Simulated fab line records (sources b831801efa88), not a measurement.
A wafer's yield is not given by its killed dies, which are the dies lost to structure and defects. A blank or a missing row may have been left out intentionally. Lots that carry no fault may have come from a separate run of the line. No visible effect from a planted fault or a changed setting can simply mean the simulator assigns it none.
fab line records	flow sky130
record lots=6	wafers=18	lastDay=50
route steps=708 shown LDD_HVP@285 LDD_LDN@289 PAD_OPEN@708
lots that met no fault: from a run of the same line without faults
startH: hours from the record's opening day to when the first of the lot's shown wafers began	waitH: how many hours have passed since the lot's step before this one	" identical to the entry in the row above	L1.1+2: several wafers, shown together as one row	- value missing, or start not given	* or withheld: withheld	< > ~ a bound
route shown NAME@n: NAME is a module with steps in the file, n the number in the route of the first one	usual: mean/standard deviation taken from wafers without a fault	same: alike in all rows	chamber/n: place in a boat	sites: per-site readings	_std_site: their standard deviation	_edge_site: the outer-site mean with the inner-site mean subtracted	radiusMm: how far each site lies from the wafer's centre	mask NAME#n: copy n	behind: the last tool/chamber to shape the wafer	hold: why the lot was held/for how many hours/how that ended	device: names the non-switching transistor (n, p or np)	end of line: the same wafers' tests at the end of the route	where a step has no rows: the recipe by itself	killed: dies that structure and defects cost at the first sort, which is not the same as the wafer's yield	map: a wafer's dies, marking killed ones x, the rest . and places with no die _
set.NAME: the setting the step ran with; set.NAME@STEP: the setting that earlier step ran with	model.NAME: the simulator's own value behind a step, which no gauge read
a table for each step, a row for each wafer; lots at some steps of the route
services: from which hour (startH, from the record's first day; less than 0 if before it) a tool's chamber was out of use, for how many hours, and why
## steps
# step SKY_LDD_HVP_OVL_MEAS_07
# usual LDD_HVP_OVL=1.4/1.3
lot.wafer	tool	chamber	startH	waitH	LDD_HVP_OVL[nm]
L456.1	overlay-02	-	533.63	0.1	-0.7
L456.2	"	-	"	"	1.3
L456.6	"	-	"	"	0.2
L466.1	overlay-02	-	618.58	0.1	3.0
L466.4	"	-	"	"	1.5
L466.6	"	-	"	"	1.5
L472.2	overlay-01	-	666.48	0.1	1.3
L472.5	"	-	"	"	1.1
L472.6	"	-	"	"	3.7
L473.2	overlay-01	-	674.38	0.1	1.9
L473.3	"	-	"	"	1.2
L473.6	"	-	"	"	-0.1
L474.2	overlay-01	-	676.53	0.1	1.4
L474.5	"	-	"	"	2.4
L474.6	"	-	"	"	2.9
L475.1	overlay-01	-	681.58	0.1	2.0
L475.3	"	-	"	"	0.5
L475.6	"	-	"	"	2.1
# step SKY_LDD_HVP_IMPLANT_08
# recipe species=B	energyKev=20	doseCm2=1.7e+13	tiltDeg=17.9
# step SKY_LDD_HVP_STRIP_09
# recipe chemistry=O2/N2	powerW=1400	pressureMtorr=1500	platenTempC=withheld	o2FlowSccm=3000	n2FlowSccm=300	overashFraction=0.5
# usual drypumpMotorCurrentA=5.6/0.32	oesProductAu=0.409/0.0044	stripTimeToEndpointS=4.135/0.013
lot.wafer	tool	chamber	startH	waitH	drypumpMotorCurrentA	oesProductAu	rfHoursCounterH	stripTimeToEndpointS
L456.1	plasmaAsher-01	0	533.82	0.1	5.3	0.415	9	4.137
L456.2	"	1	"	"	5.6	0.403	9	4.131
L456.6	"	0	"	"	5.3	0.410	-	4.121
L466.1	plasmaAsher-01	0	618.76	0.1	5.3	0.410	17	4.150
L466.4	"	1	"	"	5.6	0.406	-	4.139
L466.6	"	1	"	"	5.6	0.414	-	4.153
L472.2	plasmaAsher-02	1	666.66	0.1	5.8	0.408	50	4.134
L472.5	"	0	"	"	5.3	0.412	-	4.134
L472.6	"	1	"	"	5.8	0.414	-	4.136
L473.2	plasmaAsher-04	1	674.56	0.1	6.2	0.403	102	4.113
L473.3	"	0	"	"	5.9	0.406	-	4.118
L473.6	"	1	"	"	6.2	0.413	-	4.127
L474.2	plasmaAsher-02	0	676.71	0.1	5.3	0.415	51	4.173
L474.5	"	0	"	"	5.3	0.413	-	4.164
L474.6	"	1	"	"	5.8	0.409	-	4.146
L475.1	plasmaAsher-04	0	681.76	0.1	5.9	0.403	103	4.136
L475.3	"	0	"	"	5.9	0.401	-	4.129
L475.6	"	1	"	"	6.2	0.400	-	4.137
# step SKY_LDD_HVP_TW_MEAS_10
# usual LDD_HVP_TW=459.8/1.9
lot.wafer	tool	chamber	startH	waitH	LDD_HVP_TW
L456.1	filmMetro-04	-	533.92	0.1	458.6
L456.2	"	-	"	"	458.4
L456.6	"	-	"	"	458.0
L466.1	filmMetro-01	-	618.86	0.1	465.2
L466.4	"	-	"	"	464.6
L466.6	"	-	"	"	466.0
L472.2	filmMetro-02	-	666.77	0.1	460.9
L472.5	"	-	"	"	459.0
L472.6	"	-	"	"	460.2
L473.2	filmMetro-01	-	674.67	0.1	461.3
L473.3	"	-	"	"	459.7
L473.6	"	-	"	"	461.3
L474.2	filmMetro-01	-	676.82	0.1	461.9
L474.5	"	-	"	"	458.4
L474.6	"	-	"	"	460.2
L475.1	filmMetro-01	-	681.86	0.1	461.6
L475.3	"	-	"	"	458.4
L475.6	"	-	"	"	460.0
# step SKY_LDD_LDN_DEHYDRATE_00
# recipe tempC=200	timeS=60
# step SKY_LDD_LDN_HMDS_01
# recipe primeTimeS=60	primeTempC=120
# step SKY_LDD_LDN_COAT_02
# recipe resist=NOVOLAK	spinRpm=3000	resistThkNm=1140
# step SKY_LDD_LDN_SOFTBAKE_03
# recipe tempC=90	timeS=60	resist=NOVOLAK
# step SKY_LDD_LDN_EXPOSE_04
# recipe maskId=LDNTM	na=0.6	sourceShape=conventional	sigmaOuter=0.6	polarization=unpolarized	targetCdNm=700	doseMj=140
# step SKY_LDD_LDN_PEB_05
# recipe tempC=withheld	timeS=*	resist=NOVOLAK
# step SKY_LDD_LDN_DEVELOP_06
# recipe resist=NOVOLAK	developer=TMAH	developTimeS=60	devTempC=23
# step SKY_LDD_LDN_OVL_MEAS_07
# usual LDD_LDN_OVL=1.0/1.2
lot.wafer	tool	chamber	startH	waitH	LDD_LDN_OVL[nm]
L456.1	overlay-02	-	563.38	0.1	1.7
L456.2	"	-	"	"	2.1
L456.6	"	-	"	"	1.5
L466.1	overlay-01	-	646.85	0.1	1.3
L466.4	"	-	"	"	0.4
L466.6	"	-	"	"	0.8
L472.2	overlay-01	-	694.70	0.1	1.7
L472.5	"	-	"	"	-1.5
L472.6	"	-	"	"	-1.3
L473.2	overlay-02	-	702.04	0.1	0.3
L473.3	"	-	"	"	1.8
L473.6	"	-	"	"	2.4
L474.2	overlay-02	-	704.53	0.1	1.6
L474.5	"	-	"	"	0.7
L474.6	"	-	"	"	0.7
L475.1	overlay-02	-	709.75	0.1	-0.3
L475.3	"	-	"	"	-0.7
L475.6	"	-	"	"	0.1
# step SKY_LDD_LDN_IMPLANT_08
# recipe species=As	energyKev=15	doseCm2=1.25e+13	tiltDeg=withheld	rotationDeg=23
# usual beamEnergyKeV=15.000/0.0049	rotationDeg=22.999/0.023
lot.wafer	tool	chamber	startH	waitH	beamEnergyKeV	rotationDeg	model.implant.rpNm	model.implant.drpNm
L456.1	implanter-02	0	563.41	0.0	15.005	23.043	13.32	5.933
L456.2	"	0	"	"	15.002	23.017	13.32	5.933
L456.6	"	0	"	"	15.002	22.998	13.32	5.933
L466.1	implanter-01	0	646.88	0.0	15.000	22.979	13.11	5.933
L466.4	"	0	"	"	15.012	22.975	13.11	5.933
L466.6	"	0	"	"	15.007	23.010	13.11	5.933
L472.2	implanter-02	0	694.76	0.0	21.132	23.007	16	7.494
L472.5	"	0	"	"	21.133	23.035	16	7.494
L472.6	"	0	"	"	21.134	22.990	16	7.494
L473.2	implanter-03	0	702.10	0.0	15.001	23.003	12.38	5.933
L473.3	"	0	"	"	14.998	22.997	12.38	5.933
L473.6	"	0	"	"	15.006	23.019	12.38	5.933
L474.2	implanter-03	0	704.59	0.0	14.997	22.972	12.83	5.933
L474.5	"	0	"	"	14.992	22.980	12.83	5.933
L474.6	"	0	"	"	14.996	23.016	12.83	5.933
L475.1	implanter-02	0	709.78	0.0	21.142	22.991	16.07	7.494
L475.3	"	0	"	"	21.138	23.003	16.07	7.494
L475.6	"	0	"	"	21.140	23.006	16.07	7.494
# step SKY_LDD_LDN_IMPLANT_09
# recipe species=As	energyKev=15	doseCm2=1.25e+13	tiltDeg=withheld	rotationDeg=113
# step SKY_LDD_LDN_IMPLANT_10
# recipe species=As	energyKev=15	doseCm2=1.25e+13	tiltDeg=withheld	rotationDeg=203
# step SKY_LDD_LDN_IMPLANT_11
# recipe species=As	energyKev=15	doseCm2=1.25e+13	tiltDeg=withheld	rotationDeg=293
# step SKY_LDD_LDN_STRIP_12
# recipe chemistry=O2/N2	powerW=1400	pressureMtorr=1500	platenTempC=withheld	o2FlowSccm=3000	n2FlowSccm=300	overashFraction=0.5
# usual drypumpMotorCurrentA=5.9/0.45	oesProductAu=0.716/0.0049	stripTimeToEndpointS=14.19/0.047
lot.wafer	tool	chamber	startH	waitH	drypumpMotorCurrentA	oesProductAu	rfHoursCounterH	stripTimeToEndpointS
L456.1	plasmaAsher-01	0	564.01	0.1	5.3	0.713	12	14.10
L456.2	"	1	"	"	5.6	0.714	12	14.16
L456.6	"	1	"	"	5.6	0.714	-	14.14
L466.1	plasmaAsher-04	0	647.48	0.1	5.9	0.719	99	14.20
L466.4	"	1	"	"	6.2	0.720	-	14.17
L466.6	"	1	"	"	6.2	0.718	-	14.19
L472.2	plasmaAsher-03	1	695.33	0.1	5.5	0.716	85	14.14
L472.5	"	1	"	"	5.5	0.725	-	14.18
L472.6	"	0	"	"	6.6	0.719	-	14.20
L473.2	plasmaAsher-03	0	702.67	0.1	6.6	0.715	86	14.21
L473.3	"	1	"	"	5.6	0.712	-	14.24
L473.6	"	1	"	"	5.6	0.720	-	14.19
L474.2	plasmaAsher-04	0	705.16	0.1	5.9	0.723	105	14.25
L474.5	"	1	"	"	6.2	0.723	-	14.27
L474.6	"	0	"	"	5.9	0.709	-	14.27
L475.1	plasmaAsher-03	0	710.38	0.1	6.7	0.724	87	14.20
L475.3	"	0	"	"	6.7	0.716	-	14.20
L475.6	"	1	"	"	5.5	0.722	-	14.16
# step SKY_LDD_LDN_TW_MEAS_13
# usual LDD_LDN_TW=1479/8.4
lot.wafer	tool	chamber	startH	waitH	LDD_LDN_TW
L456.1	filmMetro-03	-	564.11	0.1	1479
L456.2	"	-	"	"	1472
L456.6	"	-	"	"	1471
L466.1	filmMetro-03	-	647.58	0.1	1475
L466.4	"	-	"	"	1481
L466.6	"	-	"	"	1481
L472.2	filmMetro-03	-	695.44	0.1	1508
L472.5	"	-	"	"	1519
L472.6	"	-	"	"	1509
L473.2	filmMetro-03	-	702.78	0.1	1466
L473.3	"	-	"	"	1478
L473.6	"	-	"	"	1472
L474.2	filmMetro-02	-	705.27	0.1	1470
L474.5	"	-	"	"	1482
L474.6	"	-	"	"	1480
L475.1	filmMetro-04	-	710.48	0.1	1523
L475.3	"	-	"	"	1522
L475.6	"	-	"	"	1523
# step SKY_LDD_LDN_CLEAN_14
# recipe chemistry=SC1/SC2	mix=1:4:20	tempC=70	timeS=150	dry=n2Spin
# step SKY_PAD_OPEN_PROBE_99
# usual killed_at_M0_to_M3=43/7	killed_at_M4_up=3.1/2	killedAtContacts=24/5.3	killedAtFrontEnd=15/4.2	killedAtOther=0.4/0.66	killedDies=86/9.5	killedOpen=47/7.4	killedShort=38/6.2
# same grossDies=492	killedAtBackSide=0
lot.wafer	tool	chamber	startH	waitH	killed_at_M0_to_M3	killed_at_M4_up	killedAtContacts	killedAtFrontEnd	killedAtOther	killedDies	killedOpen	killedShort	model.etest.tipSonos.rsOhmSq
L456.1	prober-02	-	1101.70	0.1	39	4	23	15	0	81	36	44	2466
L456.2	prober-02	-	1101.75	0.1	38	2	24	21	0	85	52	33	2484
L456.6	prober-02	-	1101.95	0.2	33	2	20	20	1	76	42	34	2445
L466.1	prober-02	-	1159.22	0.1	42	6	24	21	2	95	52	43	2499
L466.4	prober-02	-	1159.37	0.2	56	8	18	14	0	96	52	44	2519
L466.6	prober-02	-	1159.47	0.2	50	7	25	17	0	99	48	51	2517
L472.2	prober-02	-	1185.07	0.1	41	2	23	28	0	94	53	41	2398
L472.5	prober-02	-	1185.22	0.2	36	1	25	18	2	82	48	32	2441
L472.6	prober-02	-	1185.27	0.2	42	1	39	13	0	95	48	47	2429
L473.2	prober-01	-	1190.73	0.1	43	3	19	19	0	84	50	34	2675
L473.3	prober-01	-	1190.78	0.2	44	0	29	16	0	89	53	36	2652
L473.6	prober-01	-	1190.93	0.2	58	3	14	11	0	86	39	47	2608
L474.2	prober-02	-	1193.57	0.1	35	2	21	9	0	67	34	33	2654
L474.5	prober-02	-	1193.72	0.2	44	1	26	19	0	90	55	35	2677
L474.6	prober-02	-	1193.77	0.2	43	6	24	17	0	90	62	28	2631
L475.1	prober-01	-	1194.81	0.1	43	4	29	14	0	90	49	41	2467
L475.3	prober-01	-	1194.91	0.2	28	9	21	28	0	86	51	34	2445
L475.6	prober-01	-	1195.06	0.2	26	3	24	16	1	70	48	22	2454
# killed by level:class
L456.1 CONTACT:geometricParticle:open=7 VIA1:geometricParticle:open=7 VIA3:geometricParticle:open=6 LI_CONTACT:geometricParticle:open=5 POLY_GATE:geometricParticle:short=5 LOCAL_INTERCONNECT:geometricParticle:short=5 VIA2:geometricParticle:open=5 VIA3:geometricParticle:short=5
L456.2 VIA1:geometricParticle:open=14 CONTACT:geometricParticle:open=9 LI_CONTACT:geometricParticle:open=7 METAL2:geometricParticle:short=7 VIA1:geometricParticle:short=6 POLY_GATE:geometricParticle:open=5 VIA3:geometricParticle:open=5 FIELD_ISO:geometricParticle:short=4
L456.6 VIA1:geometricParticle:open=14 POLY_GATE:geometricParticle:open=7 CONTACT:geometricParticle:open=7 CONTACT:geometricParticle:short=6 FIELD_ISO:geometricParticle:short=5 METAL2:geometricParticle:short=4 POLY_GATE:geometricParticle:short=4 LI_CONTACT:geometricParticle:open=4
L466.1 VIA1:geometricParticle:open=11 CONTACT:geometricParticle:open=9 METAL1:geometricParticle:short=9 FIELD_ISO:geometricParticle:open=6 FIELD_ISO:geometricParticle:short=6 VIA2:geometricParticle:open=6 VIA3:geometricParticle:open=6 CONTACT:geometricParticle:short=5
L466.4 VIA1:geometricParticle:open=12 VIA3:geometricParticle:open=11 VIA1:geometricParticle:short=8 CONTACT:geometricParticle:open=6 VIA2:geometricParticle:open=6 METAL4:geometricParticle:short=6 METAL2:geometricParticle:short=5 FIELD_ISO:geometricParticle:open=4
L466.6 VIA1:geometricParticle:open=8 LI_CONTACT:geometricParticle:open=7 CONTACT:geometricParticle:open=6 METAL1:geometricParticle:short=6 METAL2:geometricParticle:short=6 VIA2:geometricParticle:open=6 POLY_GATE:geometricParticle:open=5 LOCAL_INTERCONNECT:geometricParticle:short=5
L472.2 VIA3:geometricParticle:open=11 FIELD_ISO:geometricParticle:open=8 LI_CONTACT:geometricParticle:open=7 POLY_GATE:geometricParticle:open=7 METAL2:geometricParticle:short=7 METAL1:geometricParticle:short=7 CONTACT:geometricParticle:short=6 VIA1:geometricParticle:open=5
L472.5 CONTACT:geometricParticle:open=13 VIA1:geometricParticle:open=9 FIELD_ISO:geometricParticle:open=6 METAL1:geometricParticle:short=6 POLY_GATE:geometricParticle:short=5 LI_CONTACT:geometricParticle:open=5 VIA3:geometricParticle:open=5 CONTACT:geometricParticle:short=4
L472.6 CONTACT:geometricParticle:open=11 LOCAL_INTERCONNECT:geometricParticle:short=10 VIA3:geometricParticle:open=10 VIA1:geometricParticle:open=9 LI_CONTACT:geometricParticle:open=6 CONTACT:geometricParticle:short=6 LI_CONTACT:geometricParticle:short=5 METAL2:geometricParticle:short=5
L473.2 VIA1:geometricParticle:open=14 LI_CONTACT:geometricParticle:open=8 CONTACT:geometricParticle:open=8 FIELD_ISO:geometricParticle:open=6 POLY_GATE:geometricParticle:short=6 METAL1:geometricParticle:short=6 VIA3:geometricParticle:short=5 VIA1:geometricParticle:short=4
L473.3 VIA1:geometricParticle:open=14 CONTACT:geometricParticle:open=12 LI_CONTACT:geometricParticle:open=6 VIA2:geometricParticle:open=6 CONTACT:geometricParticle:short=6 METAL1:geometricParticle:short=6 VIA1:geometricParticle:short=4 VIA3:geometricParticle:open=4
L473.6 VIA2:geometricParticle:open=11 VIA1:geometricParticle:open=10 METAL1:geometricParticle:short=10 CONTACT:geometricParticle:open=9 METAL2:geometricParticle:short=8 VIA2:geometricParticle:short=6 FIELD_ISO:geometricParticle:short=4 VIA1:geometricParticle:short=4
L474.2 VIA1:geometricParticle:open=10 LI_CONTACT:geometricParticle:open=6 METAL2:geometricParticle:short=6 VIA3:geometricParticle:open=6 LOCAL_INTERCONNECT:geometricParticle:short=5 CONTACT:geometricParticle:open=5 FIELD_ISO:geometricParticle:short=4 CONTACT:geometricParticle:short=4
L474.5 CONTACT:geometricParticle:open=11 VIA3:geometricParticle:open=10 LI_CONTACT:geometricParticle:open=8 VIA2:geometricParticle:open=7 FIELD_ISO:geometricParticle:open=6 LI_CONTACT:geometricParticle:short=5 METAL2:geometricParticle:short=5 VIA1:geometricParticle:open=4
L474.6 VIA1:geometricParticle:open=12 CONTACT:geometricParticle:open=12 LI_CONTACT:geometricParticle:open=10 METAL2:geometricParticle:short=7 FIELD_ISO:geometricParticle:open=5 VIA3:geometricParticle:open=5 VIA2:geometricParticle:open=4 FIELD_ISO:geometricParticle:short=3
L475.1 LI_CONTACT:geometricParticle:open=11 VIA1:geometricParticle:open=9 METAL2:geometricParticle:short=8 LOCAL_INTERCONNECT:geometricParticle:short=6 VIA2:geometricParticle:open=6 CONTACT:geometricParticle:short=5 CONTACT:geometricParticle:open=5 VIA3:geometricParticle:open=5
L475.3 FIELD_ISO:geometricParticle:open=8 VIA1:geometricParticle:open=8 POLY_GATE:geometricParticle:short=7 CONTACT:geometricParticle:open=7 LI_CONTACT:geometricParticle:open=6 METAL4:geometricParticle:short=5 POLY_GATE:geometricParticle:open=4 LI_CONTACT:geometricParticle:short=4
L475.6 LI_CONTACT:geometricParticle:open=9 CONTACT:geometricParticle:open=8 FIELD_ISO:geometricParticle:open=6 POLY_GATE:geometricParticle:short=5 VIA2:geometricParticle:open=5 VIA1:geometricParticle:open=5 POLY_GATE:geometricParticle:open=4 VIA1:geometricParticle:short=4
## services
tool	chamber	startH	hours	kind
plasmaAsher-04	-	512.98	0.6	repair
implanter-01	-	518.52	4.4	pm
plasmaAsher-02	-	523.35	11.1	repair
implanter-03	-	532.85	2.6	repair
implanter-02	-	533.45	1.0	repair
plasmaAsher-03	-	569.07	1.4	repair
plasmaAsher-02	-	578.45	1.5	repair
plasmaAsher-03	-	625.50	5.5	repair
implanter-03	-	627.89	1.0	repair
implanter-03	-	628.92	1.8	pm
implanter-03	-	630.73	3.9	pm
plasmaAsher-03	-	630.99	2.8	pm
implanter-02	-	659.48	1.5	repair
plasmaAsher-01	-	669.85	1.6	repair
implanter-02	-	670.73	3.1	repair
implanter-03	-	695.39	1.6	repair
## key
firstSign step=SKY_LDD_LDN_IMPLANT_08	reading=beamEnergyKeV	direction=up	sigmas=99+	usual=*	struck=*
effect step=SKY_LDD_LDN_TW_MEAS_13	reading=LDD_LDN_TW	direction=up	sigmas=4.5	usual=1479	struck=1517
modelEffect step=SKY_LDD_LDN_IMPLANT_08	value=implant.rpNm	without=12.54	struck=16.03
modelEffect step=SKY_PAD_OPEN_PROBE_99	value=etest.tipSonos.rsOhmSq	without=2701	struck=2439
metAt SKY_LDD_LDN_IMPLANT_08
struckWafers L472.2,L472.5,L472.6,L475.1,L475.3,L475.6
testerLeftOut L472,L475
onsetBetween 563.41 694.76
fault kind=processParameterDrift	tool=implanter-02	chamber=-	onsetH=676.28	steps=SKY_LDD_LDN_IMPLANT_08	channel=energyKev	offset=*	shape=step	endH=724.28	actsIn=*	stated=*
# testerLeftOut: of these lots the tester's yield and bins aren't shown, on N5 and GAA mostly nor the transistor test; their killed dies are dies lost to structure and defects alone, not to doping, threshold or leakage, so they don't give the yield
